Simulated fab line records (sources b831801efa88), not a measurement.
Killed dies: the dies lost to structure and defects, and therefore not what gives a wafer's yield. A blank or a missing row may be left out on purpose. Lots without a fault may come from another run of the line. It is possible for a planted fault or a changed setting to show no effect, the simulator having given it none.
fab line records + flow sky130
[record]
- lots = 11
- wafers = 33
- last-day = 50
route steps=708 shown VIA2@521 VIA3@587 PAD_OPEN@708
lots with no fault: from the same line, run without faults
start-h: hours from the record's first day to the start of the lot's first wafer shown + wait-h: time in hours since the lot's previous step + " the same as in the row above + L1.1+2: a single row standing in for several wafers + - no value, or no start given + * or withheld: withheld + < > ~ a bound
route shown NAME@n: a module of which the file shows steps, and the number in the route of the first + usual: mean/standard deviation of fault-free wafers + same: alike in all rows + chamber/n: place in a boat + sites: the reading at each site + _std_site: the standard deviation of these + _edge_site: inner sites' mean taken away from outer sites' mean + radius-mm: for every site, how far away it sits from the centre of the wafer + mask NAME#n: copy n + behind: the tool/chamber that last shaped the wafer + hold: reason for holding the lot/hours on hold/outcome of the hold + device: names the non-switching transistor (n, p or np) + end of line: at the end of the route, the tests of the same wafers + for a step that has no rows: nothing shown but its recipe + killed: not the wafer's yield, but the dies lost to structure and defects at the first sort + map: a wafer's dies, marking killed ones x, the rest . and places with no die _
set.NAME: the setting the step ran with; set.NAME@STEP: the setting that earlier step ran with + model.NAME: the simulator's own value behind a step, which no gauge read
steps of the route over a sample of lots; a table a step, a row a wafer
services: when a tool's chamber went out of use (start-h, in hours from the record's first day, below 0 if earlier), for how many hours, and the reason
[[steps]]
[step SKY_VIA2_ETCH_14]
[recipe]
- chemistry = N2/H2
- target = BARC
- ion-energy-ev = 200
- source-w = 500
- bias-w = 100
- pressure-mtorr = 30
- n2-flow-sccm = 100
- h2-flow-sccm = 200
- stop-on = SiO2
- time-s = 45.9
- target-depth-a = 600
[usual]
- drypump-motor-current-A = 5.5/0.46
- oes-product-au = 0.845/0.0047
- throttle-valve-pct = 13.223/0.0096
| lot.wafer | tool        | chamber | start-h | wait-h | drypump-motor-current-A | oes-product-au | rf-hours-counter-h | throttle-valve-pct |
|-----------|-------------|---------|---------|--------|-------------------------|----------------|--------------------|--------------------|
| L329.1    | rie-diel-01 | 3       | 846.43  | 0.0    | 5.5                     | 0.846          | 6                  | 13.234             |
| L329.3    | "           | 1       | "       | "      | 5.1                     | 0.848          | 4                  | 13.230             |
| L329.4    | "           | 2       | "       | "      | 5.7                     | 0.847          | 9                  | 13.213             |
| L330.4    | rie-diel-03 | 2       | 848.83  | 0.0    | 5.4                     | 0.843          | 8                  | 13.212             |
| L330.5    | "           | 3       | "       | "      | 5.9                     | 0.853          | -                  | 13.234             |
| L330.6    | "           | 0       | "       | "      | 5.0                     | 0.839          | -                  | 13.232             |
| L331.3    | rie-diel-01 | 3       | 872.93  | 0.0    | 5.5                     | 0.844          | 7                  | 13.239             |
| L331.5    | "           | 2       | "       | "      | 5.7                     | 0.842          | -                  | 13.219             |
| L331.6    | "           | 3       | "       | "      | 5.5                     | 0.849          | -                  | 13.222             |
| L332.1    | rie-diel-04 | 3       | 874.37  | 0.0    | 5.1                     | 0.842          | 6                  | 13.213             |
| L332.3    | "           | 1       | "       | "      | 5.9                     | 0.840          | 11                 | 13.216             |
| L332.4    | "           | 2       | "       | "      | 4.9                     | 0.846          | 18                 | 13.214             |
| L333.2    | rie-diel-04 | 2       | 875.43  | 0.0    | 4.9                     | 0.848          | 18                 | 13.229             |
| L333.3    | "           | 3       | "       | "      | 5.1                     | 0.842          | 6                  | 13.224             |
| L333.4    | "           | 1       | "       | "      | 5.9                     | 0.844          | 11                 | 13.223             |
| L334.3    | rie-diel-01 | 2       | 885.87  | 0.0    | 5.7                     | 0.838          | 10                 | 13.210             |
| L334.4    | "           | 0       | "       | "      | 5.9                     | 0.854          | 8                  | 13.206             |
| L334.6    | "           | 3       | "       | "      | 5.5                     | 0.841          | -                  | 13.237             |
| L339.2    | rie-diel-03 | 2       | 929.68  | 0.0    | 5.4                     | 0.848          | 11                 | 13.215             |
| L339.5    | "           | 1       | "       | "      | 6.5                     | 0.843          | -                  | 13.221             |
| L339.6    | "           | 0       | "       | "      | 5.0                     | 0.838          | -                  | 13.221             |
| L341.3    | rie-diel-04 | 3       | 934.43  | 0.0    | 5.1                     | 0.851          | 8                  | 13.222             |
| L341.4    | "           | 0       | "       | "      | 5.5                     | 0.843          | 13                 | 13.212             |
| L341.6    | "           | 1       | "       | "      | 5.9                     | 0.843          | -                  | 13.229             |
| L349.1    | rie-diel-03 | 0       | 989.87  | 0.0    | 5.0                     | 0.853          | 8                  | 13.226             |
| L349.4    | "           | 0       | "       | "      | 5.0                     | 0.841          | -                  | 13.214             |
| L349.6    | "           | 2       | "       | "      | 5.4                     | 0.845          | -                  | 13.220             |
| L351.1    | rie-diel-03 | 2       | 1023.37 | 0.0    | 5.4                     | 0.853          | 15                 | 13.220             |
| L351.3    | "           | 0       | "       | "      | 5.0                     | 0.847          | 9                  | 13.207             |
| L351.4    | "           | 2       | "       | "      | 5.4                     | 0.837          | -                  | 13.202             |
| L352.2    | rie-diel-04 | 1       | 1024.08 | 0.0    | 5.9                     | 0.841          | 17                 | 13.209             |
| L352.4    | "           | 3       | "       | "      | 5.1                     | 0.839          | 11                 | 13.235             |
| L352.5    | "           | 2       | "       | "      | 4.9                     | 0.845          | -                  | 13.225             |
[step SKY_VIA3_ETCH_14]
[recipe]
- chemistry = N2/H2
- target = BARC
- ion-energy-ev = 200
- source-w = 500
- bias-w = 100
- pressure-mtorr = 28.86
- n2-flow-sccm = 100
- h2-flow-sccm = 200
- stop-on = SiO2
- time-s = 45.9
- target-depth-a = 600
[usual]
- drypump-motor-current-A = 5.6/0.56
- oes-product-au = 0.854/0.0051
- throttle-valve-pct = 13.526/0.0094
| lot.wafer | tool        | chamber | start-h | wait-h | drypump-motor-current-A | oes-product-au | rf-hours-counter-h | throttle-valve-pct |
|-----------|-------------|---------|---------|--------|-------------------------|----------------|--------------------|--------------------|
| L329.1    | rie-diel-02 | 1       | 926.97  | 0.0    | 6.7                     | 0.849          | 15                 | 13.525             |
| L329.3    | "           | 3       | "       | "      | 6.0                     | 0.849          | 19                 | 13.526             |
| L329.4    | "           | 3       | "       | "      | 6.0                     | 0.856          | -                  | 13.517             |
| L330.4    | rie-diel-04 | 0       | 928.20  | 0.0    | 5.5                     | 0.849          | 12                 | 13.518             |
| L330.5    | "           | 1       | "       | "      | 5.9                     | 0.856          | -                  | 13.517             |
| L330.6    | "           | 2       | "       | "      | 4.9                     | 0.857          | -                  | 13.521             |
| L331.3    | rie-diel-04 | 2       | 951.92  | 0.0    | 4.9                     | 0.855          | 20                 | 13.521             |
| L331.5    | "           | 0       | "       | "      | 5.5                     | 0.846          | -                  | 13.522             |
| L331.6    | "           | 1       | "       | "      | 5.9                     | 0.853          | -                  | 13.533             |
| L332.1    | rie-diel-03 | 2       | 952.55  | 0.0    | 5.4                     | 0.846          | 12                 | 13.515             |
| L332.3    | "           | 1       | "       | "      | 6.5                     | 0.847          | 12                 | 13.515             |
| L332.4    | "           | 2       | "       | "      | 5.4                     | 0.846          | -                  | 13.513             |
| L333.2    | rie-diel-03 | 0       | 954.13  | 0.0    | 5.0                     | 0.862          | 6                  | 13.533             |
| L333.3    | "           | 1       | "       | "      | 6.5                     | 0.856          | 12                 | 13.537             |
| L333.4    | "           | 1       | "       | "      | 6.5                     | 0.867          | -                  | 13.527             |
| L334.3    | rie-diel-03 | 2       | 964.00  | 0.0    | 5.4                     | 0.858          | 12                 | 13.533             |
| L334.4    | "           | 0       | "       | "      | 5.0                     | 0.862          | -                  | 13.505             |
| L334.6    | "           | 2       | "       | "      | 5.4                     | 0.848          | -                  | 13.533             |
| L339.2    | rie-diel-04 | 2       | 1005.67 | 0.0    | 4.9                     | 0.849          | 22                 | 13.529             |
| L339.5    | "           | 1       | "       | "      | 5.9                     | 0.852          | -                  | 13.514             |
| L339.6    | "           | 3       | "       | "      | 5.1                     | 0.847          | -                  | 13.545             |
| L341.3    | rie-diel-03 | 1       | 1009.83 | 0.0    | 6.5                     | 0.857          | 14                 | 13.526             |
| L341.4    | "           | 2       | "       | "      | 5.4                     | 0.848          | -                  | 13.538             |
| L341.6    | "           | 1       | "       | "      | 6.5                     | 0.852          | -                  | 13.531             |
| L349.1    | rie-diel-03 | 2       | 1060.70 | 0.0    | 5.4                     | 0.855          | 16                 | 13.531             |
| L349.4    | "           | 1       | "       | "      | 6.5                     | 0.856          | 16                 | 13.531             |
| L349.6    | "           | 2       | "       | "      | 5.4                     | 0.853          | -                  | 13.530             |
| L351.1    | rie-diel-02 | 0       | 1092.20 | 0.0    | 5.5                     | 0.862          | 24                 | 13.531             |
| L351.3    | "           | 1       | "       | "      | 6.7                     | 0.863          | 21                 | 13.506             |
| L351.4    | "           | 2       | "       | "      | 5.9                     | 0.854          | 11                 | 13.536             |
| L352.2    | rie-diel-04 | 0       | 1093.92 | 0.0    | 5.5                     | 0.850          | 18                 | 13.510             |
| L352.4    | "           | 3       | "       | "      | 5.1                     | 0.851          | 13                 | 13.537             |
| L352.5    | "           | 0       | "       | "      | 5.5                     | 0.852          | -                  | 13.526             |
[step SKY_VIA3_RS_MEAS_22]
[recipe]
- thk-meas-gauge = four-point-probe
- reads = W_of_VIA3_CVD_21+TiN_of_VIA3_SPUTTER_20
[usual]
- VIA3_W_RS = 0.296/0.0033
| lot.wafer | tool          | chamber | start-h | wait-h | VIA3_W_RS[ohm/sq] |
|-----------|---------------|---------|---------|--------|-------------------|
| L329.1    | film-metro-03 | -       | 927.96  | 0.2    | 0.296             |
| L329.3    | "             | -       | "       | "      | 0.296             |
| L329.4    | "             | -       | "       | "      | 0.299             |
| L330.4    | film-metro-03 | -       | 929.14  | 0.1    | 0.297             |
| L330.5    | "             | -       | "       | "      | 0.293             |
| L330.6    | "             | -       | "       | "      | 0.297             |
| L331.3    | film-metro-03 | -       | 952.87  | 0.1    | 0.290             |
| L331.5    | "             | -       | "       | "      | 0.294             |
| L331.6    | "             | -       | "       | "      | 0.292             |
| L332.1    | film-metro-04 | -       | 953.44  | 0.1    | 0.294             |
| L332.3    | "             | -       | "       | "      | 0.302             |
| L332.4    | "             | -       | "       | "      | 0.295             |
| L333.2    | film-metro-04 | -       | 955.07  | 0.1    | 0.296             |
| L333.3    | "             | -       | "       | "      | 0.293             |
| L333.4    | "             | -       | "       | "      | 0.296             |
| L334.3    | film-metro-04 | -       | 964.92  | 0.1    | 0.297             |
| L334.4    | "             | -       | "       | "      | 0.290             |
| L334.6    | "             | -       | "       | "      | 0.291             |
| L339.2    | film-metro-03 | -       | 1006.64 | 0.1    | 0.302             |
| L339.5    | "             | -       | "       | "      | 0.296             |
| L339.6    | "             | -       | "       | "      | 0.299             |
| L341.3    | film-metro-03 | -       | 1010.79 | 0.1    | 0.292             |
| L341.4    | "             | -       | "       | "      | 0.296             |
| L341.6    | "             | -       | "       | "      | 0.294             |
| L349.1    | film-metro-02 | -       | 1061.61 | 0.1    | 0.297             |
| L349.4    | "             | -       | "       | "      | 0.301             |
| L349.6    | "             | -       | "       | "      | 0.299             |
| L351.1    | film-metro-04 | -       | 1093.14 | 0.1    | 0.298             |
| L351.3    | "             | -       | "       | "      | 0.299             |
| L351.4    | "             | -       | "       | "      | 0.303             |
| L352.2    | film-metro-02 | -       | 1094.85 | 0.1    | 0.297             |
| L352.4    | "             | -       | "       | "      | 0.297             |
| L352.5    | "             | -       | "       | "      | 0.297             |
[step SKY_VIA3_THK_MEAS_23]
[recipe]
- thk-meas-gauge = xrf
- reads = W_of_VIA3_CVD_21
[usual]
- VIA3_W_THK = 375/6.2
| lot.wafer | tool          | chamber | start-h | wait-h | VIA3_W_THK[nm] |
|-----------|---------------|---------|---------|--------|----------------|
| L329.1    | film-metro-03 | -       | 928.08  | 0.1    | 381            |
| L329.3    | "             | -       | "       | "      | 381            |
| L329.4    | "             | -       | "       | "      | 380            |
| L330.4    | film-metro-03 | -       | 929.23  | 0.1    | 382            |
| L330.5    | "             | -       | "       | "      | 385            |
| L330.6    | "             | -       | "       | "      | 380            |
| L331.3    | film-metro-03 | -       | 952.97  | 0.1    | 385            |
| L331.5    | "             | -       | "       | "      | 380            |
| L331.6    | "             | -       | "       | "      | 383            |
| L332.1    | film-metro-04 | -       | 953.56  | 0.1    | 372            |
| L332.3    | "             | -       | "       | "      | 361            |
| L332.4    | "             | -       | "       | "      | 372            |
| L333.2    | film-metro-04 | -       | 955.18  | 0.1    | 370            |
| L333.3    | "             | -       | "       | "      | 376            |
| L333.4    | "             | -       | "       | "      | 372            |
| L334.3    | film-metro-04 | -       | 965.02  | 0.1    | 372            |
| L334.4    | "             | -       | "       | "      | 381            |
| L334.6    | "             | -       | "       | "      | 380            |
| L339.2    | film-metro-03 | -       | 1006.75 | 0.1    | 369            |
| L339.5    | "             | -       | "       | "      | 377            |
| L339.6    | "             | -       | "       | "      | 377            |
| L341.3    | film-metro-03 | -       | 1010.89 | 0.1    | 386            |
| L341.4    | "             | -       | "       | "      | 384            |
| L341.6    | "             | -       | "       | "      | 385            |
| L349.1    | film-metro-02 | -       | 1061.73 | 0.1    | 373            |
| L349.4    | "             | -       | "       | "      | 365            |
| L349.6    | "             | -       | "       | "      | 369            |
| L351.1    | film-metro-04 | -       | 1093.26 | 0.1    | 368            |
| L351.3    | "             | -       | "       | "      | 366            |
| L351.4    | "             | -       | "       | "      | 364            |
| L352.2    | film-metro-02 | -       | 1094.96 | 0.1    | 367            |
| L352.4    | "             | -       | "       | "      | 368            |
| L352.5    | "             | -       | "       | "      | 369            |
[step SKY_PAD_OPEN_PROBE_99]
[usual]
- defect-limited-yield = 82.6/2.1
- killed_at_M0_to_M3 = 44/7.5
- killed_at_M4_up = 3.1/1.7
- killed-at-contacts = 24/6.2
- killed-at-front-end = 15/4.2
- killed-at-other = 0.4/0.58
- killed-dies = 85/10
- killed-open = 47/7.7
- killed-short = 38/6.4
- sort_bin_3_pad_short = 0.8/0.41
- sort_bin_5_function = 10.3/1.7
- sort_bin_6_memory = 6.2/1.1
- sort-n-pass = 407/10
- sort-yield-pct = 82.6/2.1
[same]
- gross-dies = 492
- killed-at-back-side = 0
- sort_bin_4_leakage[%] = 0
- sort_bin_8_speed[%] = 0
| lot.wafer | tool      | chamber | start-h | wait-h | defect-limited-yield[%] | killed_at_M0_to_M3 | killed_at_M4_up | killed-at-contacts | killed-at-front-end | killed-at-other | killed-dies | killed-open | killed-short | sort_bin_3_pad_short[%] | sort_bin_5_function[%] | sort_bin_6_memory[%] | sort-n-pass | sort-yield-pct[%] |
|-----------|-----------|---------|---------|--------|-------------------------|--------------------|-----------------|--------------------|---------------------|-----------------|-------------|-------------|--------------|-------------------------|------------------------|----------------------|-------------|-------------------|
| L341.3    | prober-01 | -       | 1142.62 | 0.2    | 77.6                    | 63                 | 6               | 29                 | 11                  | 1               | 110         | 39          | 33           | 4.7                     | 10.4                   | 7.3                  | 382         | 77.6              |
| L341.4    | prober-01 | -       | 1142.67 | 0.2    | 87.4                    | 27                 | 6               | 18                 | 11                  | 0               | 62          | 37          | 25           | 1.0                     | 4.9                    | 6.7                  | 430         | 87.4              |
| L341.6    | prober-01 | -       | 1142.77 | 0.2    | 83.5                    | 41                 | 4               | 16                 | 19                  | 1               | 81          | 41          | 39           | 0.6                     | 11.2                   | 4.7                  | 411         | 83.5              |
// killed by level:class
L341.3 VIA2:unspecified=38 CONTACT:geometric-particle:open=10 CONTACT:geometric-particle:short=8 LI_CONTACT:geometric-particle:open=7 METAL4:geometric-particle:short=6 VIA2:geometric-particle:open=5 FIELD_ISO:geometric-particle:short=4 VIA1:geometric-particle:short=4
L341.4 VIA1:geometric-particle:open=8 CONTACT:geometric-particle:open=6 VIA1:geometric-particle:short=6 LI_CONTACT:geometric-particle:open=5 VIA2:geometric-particle:open=5 METAL4:geometric-particle:short=5 POLY_GATE:geometric-particle:short=4 CONTACT:geometric-particle:short=4
L341.6 METAL1:geometric-particle:short=8 VIA1:geometric-particle:open=8 FIELD_ISO:geometric-particle:short=7 CONTACT:geometric-particle:open=6 VIA2:geometric-particle:open=6 LI_CONTACT:geometric-particle:open=5 METAL2:geometric-particle:short=5 FIELD_ISO:geometric-particle:open=4
[[services]]
| tool        | chamber | start-h | hours | kind   |
|-------------|---------|---------|-------|--------|
| rie-diel-02 | -       | 825.16  | 15.6  | pm     |
| rie-diel-03 | 2       | 825.67  | 1.5   | repair |
| rie-diel-03 | 2       | 833.87  | 6.1   | repair |
| rie-diel-02 | 1       | 847.68  | 1.3   | repair |
| rie-diel-02 | 1       | 862.06  | 12.6  | repair |
| rie-diel-03 | 3       | 889.37  | 6.5   | repair |
| rie-diel-03 | 2       | 890.26  | 10.1  | repair |
| rie-diel-03 | 3       | 901.58  | 127.3 | repair |
| rie-diel-02 | 0       | 925.98  | 8.3   | repair |
| rie-diel-03 | -       | 967.18  | 2.8   | pm     |
| rie-diel-03 | 1       | 979.05  | 9.2   | repair |
| rie-diel-04 | 3       | 982.54  | 6.4   | repair |
| rie-diel-04 | 0       | 998.54  | 7.8   | repair |
| rie-diel-01 | 1       | 1011.78 | 5.8   | repair |
| rie-diel-03 | 2       | 1015.87 | 5.7   | repair |
| rie-diel-04 | 2       | 1040.70 | 7.4   | repair |
| rie-diel-02 | 2       | 1045.75 | 3.9   | repair |
| rie-diel-02 | -       | 1048.18 | 1.1   | repair |
| rie-diel-01 | -       | 1079.50 | 1.7   | repair |
[[key]]
[first-sign]
- step = SKY_PAD_OPEN_PROBE_99
- reading = sort_bin_3_pad_short
- direction = up
- sigmas = 9.3
- usual = 0.8
- struck = 4.7
[effect]
- step = SKY_PAD_OPEN_PROBE_99
- reading = killed_at_M0_to_M3
- direction = up
- sigmas = 2.6
- usual = 44
- struck = 63
met-at SKY_VIA2_ETCH_14
struck-lots L341
struck-wafers L341.3
not-acting-at SKY_VIA3_ETCH_14,SKY_VIA3_RS_MEAS_22,SKY_VIA3_THK_MEAS_23
onset-between 875.43 934.43
[fault]
- kind = chamber-particle-source
- tool = rie-diel-04
- chamber = 3
- onset-h = 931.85
- steps = SKY_VIA2_ETCH_14
- rate-per-visit-cm2 = 1.7797
- end-h = 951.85
